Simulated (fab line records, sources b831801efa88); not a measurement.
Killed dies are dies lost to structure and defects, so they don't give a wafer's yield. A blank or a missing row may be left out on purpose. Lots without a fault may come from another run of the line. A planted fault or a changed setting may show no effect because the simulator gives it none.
A struck lot beside a sound one | flow sky130 | 16 steps out of a route of 708
Sound: wafers L983.1, L983.3, L983.6. Struck: wafers L101.2, L101.3, L101.5. The cause comes at the end.
At each step with rows: each side's tool, then ch and its chambers, then its first start. Under that, the readings that differ: sound wafers | struck wafers | difference of the means | sigmas: that difference in standard deviations of wafers without a fault.
alike: readings whose means differ by less than 2 such deviations, and words and numbers that are the same on both sides. not compared: withheld readings, readings that some wafer has no value for, bounds like >300 that may hide the same value, and numbers for which the record gives no deviation and whose values overlap.
The two part at a step that has a row with sigmas, a row that says differs or no value, or rows on one side only. Numbers that don't overlap but have no deviation are shown without sigmas and don't part them. A reading that every wafer of one side lacks parts them only if that side has two wafers or more.

first, 1 step without rows for these wafers: SKY_VT_ADJUST_HVTP_DEVELOP_06 (develop time 60 s).
SKY_VT_ADJUST_HVTP_CD_MEAS_07: target cd 380 nm.
  sound on cd_sem-02, day 7 00:22; struck on cd_sem-02, day 11 13:51
  alike: cd_nm
SKY_VT_ADJUST_HVTP_OVL_MEAS_08:
  sound on overlay-02, day 7 00:29; struck on overlay-02, day 11 13:57
  alike: VT_ADJUST_HVTP_OVL
then, 1 step without rows for these wafers: SKY_VT_ADJUST_HVTP_IMPLANT_09.
SKY_VT_ADJUST_HVTP_STRIP_10: strips in O2/N2.
  sound on plasma_asher-01 ch 0, day 7 01:17; struck on plasma_asher-01 ch 1, day 11 14:08
  reading                     | sound       | struck      | difference | sigmas
  drypump_motor_current_A (A) | 5.3 5.3 5.3 | 6.3 6.3 6.3 | +1.0       | +2
  alike: oes_product_au, strip_time_to_endpoint_s
  not compared: rf_hours_counter_h
SKY_VT_ADJUST_HVTP_TW_MEAS_11:
  sound on film_metro-02, day 7 01:23; struck on film_metro-01, day 11 14:14
  alike: VT_ADJUST_HVTP_TW
then, 6 steps without rows for these wafers: SKY_VT_ADJUST_LVTN_DEHYDRATE_00 (time 60 s); SKY_VT_ADJUST_LVTN_HMDS_01 (prime time 60 s); SKY_VT_ADJUST_LVTN_COAT_02 (resist thk 3000 nm); SKY_VT_ADJUST_LVTN_SOFTBAKE_03; SKY_VT_ADJUST_LVTN_EXPOSE_04 (exposes mask NWM COMPLEMENT LESS NATIVE, target cd 840 nm); SKY_VT_ADJUST_LVTN_PEB_05.
SKY_VT_ADJUST_LVTN_DEVELOP_06: develop time 60 s.
  sound on litho_track-04 ch 0, day 7 19:00; struck on litho_track-01 ch 0, day 12 14:00
SKY_VT_ADJUST_LVTN_OVL_MEAS_07:
  sound on overlay-02, day 7 19:34; struck on overlay-02, day 12 14:26
  reading                 | sound        | struck | difference                    | sigmas
  VT_ADJUST_LVTN_OVL (nm) | 2.3 1.2 -0.3 | - - -  | no value on the struck wafers |
then, 1 step without rows for these wafers: SKY_VT_ADJUST_LVTN_IMPLANT_08.
-- the record jumps here: 38 days lie between the struck wafers' starts before and after (it left off in module VT_ADJUST_LVTN and takes up again in module PAD_OPEN, whose first step shown is number 708 of the route) --
SKY_PAD_OPEN_PROBE_99:
  sound on prober-01, day 46 15:20; struck on prober-02, day 50 11:46
  reading             | sound    | struck      | difference | sigmas
  killed_at_front_end | 7 17 7   | 423 434 425 | +417       | +97
  killed_dies         | 72 78 80 | 492 492 492 | +415       | +44
  killed_on_rim       | 12 12 21 | 96 96 96    | +81        | +22
  alike: killed_at_M0_to_M3, killed_at_M4_up, killed_at_contacts, killed_at_other, killed_open, killed_short

WHERE THEY PART
First at SKY_VT_ADJUST_HVTP_STRIP_10; last, within this record, at SKY_PAD_OPEN_PROBE_99.

WHY: what the simulator had put in
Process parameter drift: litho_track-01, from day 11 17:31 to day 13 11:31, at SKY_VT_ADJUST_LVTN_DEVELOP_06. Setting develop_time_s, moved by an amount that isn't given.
